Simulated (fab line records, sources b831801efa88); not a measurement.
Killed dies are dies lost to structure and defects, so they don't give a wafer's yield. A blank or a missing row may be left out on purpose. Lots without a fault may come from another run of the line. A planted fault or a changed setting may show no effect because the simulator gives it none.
A struck lot beside a sound one | flow sky130 | 15 steps out of a route of 708
Sound: wafers L285.3, L285.5, L285.6. Struck: wafers L277.1, L277.5, L277.6. The cause comes at the end.
At each step with rows: each side's tool, then ch and its chambers, then its first start. Under that, the readings that differ: sound wafers | struck wafers | difference of the means | sigmas: that difference in standard deviations of wafers without a fault.
alike: readings whose means differ by less than 2 such deviations, and words and numbers that are the same on both sides. not compared: withheld readings, readings that some wafer has no value for, bounds like >300 that may hide the same value, and numbers for which the record gives no deviation and whose values overlap.
The two part at a step that has a row with sigmas, a row that says differs or no value, or rows on one side only. Numbers that don't overlap but have no deviation are shown without sigmas and don't part them. A reading that every wafer of one side lacks parts them only if that side has two wafers or more.

first, 5 steps without rows for these wafers: SKY_VT_ADJUST_LVTN_COAT_02 (resist thk 3000 nm); SKY_VT_ADJUST_LVTN_SOFTBAKE_03; SKY_VT_ADJUST_LVTN_EXPOSE_04 (exposes mask NWM COMPLEMENT LESS NATIVE, target cd 840 nm); SKY_VT_ADJUST_LVTN_PEB_05; SKY_VT_ADJUST_LVTN_DEVELOP_06 (develop time 60 s).
SKY_VT_ADJUST_LVTN_OVL_MEAS_07:
  sound on overlay-02, day 11 19:53; struck on overlay-01, day 9 13:47
  alike: VT_ADJUST_LVTN_OVL
then, 1 step without rows for these wafers: SKY_VT_ADJUST_LVTN_IMPLANT_08.
SKY_VT_ADJUST_LVTN_STRIP_09: strips in O2/N2.
  sound on plasma_asher-01 ch 0,1, day 11 20:05; struck on plasma_asher-01 ch 0,1, day 9 13:58
  alike: drypump_motor_current_A, oes_product_au, strip_time_to_endpoint_s
  not compared: rf_hours_counter_h
SKY_VT_ADJUST_LVTN_TW_MEAS_10:
  sound on film_metro-03, day 11 20:10; struck on film_metro-03, day 9 14:04
  alike: VT_ADJUST_LVTN_TW
then, 3 steps without rows for these wafers: SKY_VT_ADJUST_LVTN_DEHYDRATE_11 (time 60 s); SKY_VT_ADJUST_LVTN_HMDS_12 (prime time 60 s); SKY_VT_ADJUST_LVTN_COAT_13 (resist thk 1140 nm).
SKY_VT_ADJUST_LVTN_SOFTBAKE_14: time 60 s.
  sound on litho_track-04 ch 0, day 12 07:55; struck on litho_track-01 ch 0, day 10 01:55
  reading                  | sound             | struck            | difference | sigmas
  chill_plate_temp_C (C)   | 22.76 22.86 22.79 | 23.01 23.18 22.96 | +0.25      | +2
  heater_power_total_W (W) | 56.50 56.61 56.58 | 57.58 57.55 57.61 | +1.02      | +23
  run_length_s (s)         | 89.17 88.79 89.03 | 86.43 86.40 86.29 | -2.62      | -11
then, 1 step without rows for these wafers: SKY_VT_ADJUST_LVTN_EXPOSE_15 (exposes mask HVN STD DERIVED, target cd 600 nm).
-- the record jumps here: 39 days lie between the struck wafers' starts before and after (it left off in module VT_ADJUST_LVTN and takes up again in module PAD_OPEN, whose first step shown is number 708 of the route) --
SKY_PAD_OPEN_PROBE_99:
  sound on prober-02, day 49 22:23; struck on prober-02, day 48 15:47
  alike: killed_at_M0_to_M3, killed_at_M4_up, killed_at_contacts, killed_at_front_end, killed_at_other, killed_dies, killed_open, killed_short

WHERE THEY PART
Only at SKY_VT_ADJUST_LVTN_SOFTBAKE_14, within this record. Later steps at which nothing parts them and some readings are alike: SKY_PAD_OPEN_PROBE_99.

WHY: what the simulator had put in
Process parameter drift: litho_track-01, from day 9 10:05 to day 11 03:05, at SKY_VT_ADJUST_LVTN_SOFTBAKE_14. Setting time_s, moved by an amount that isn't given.
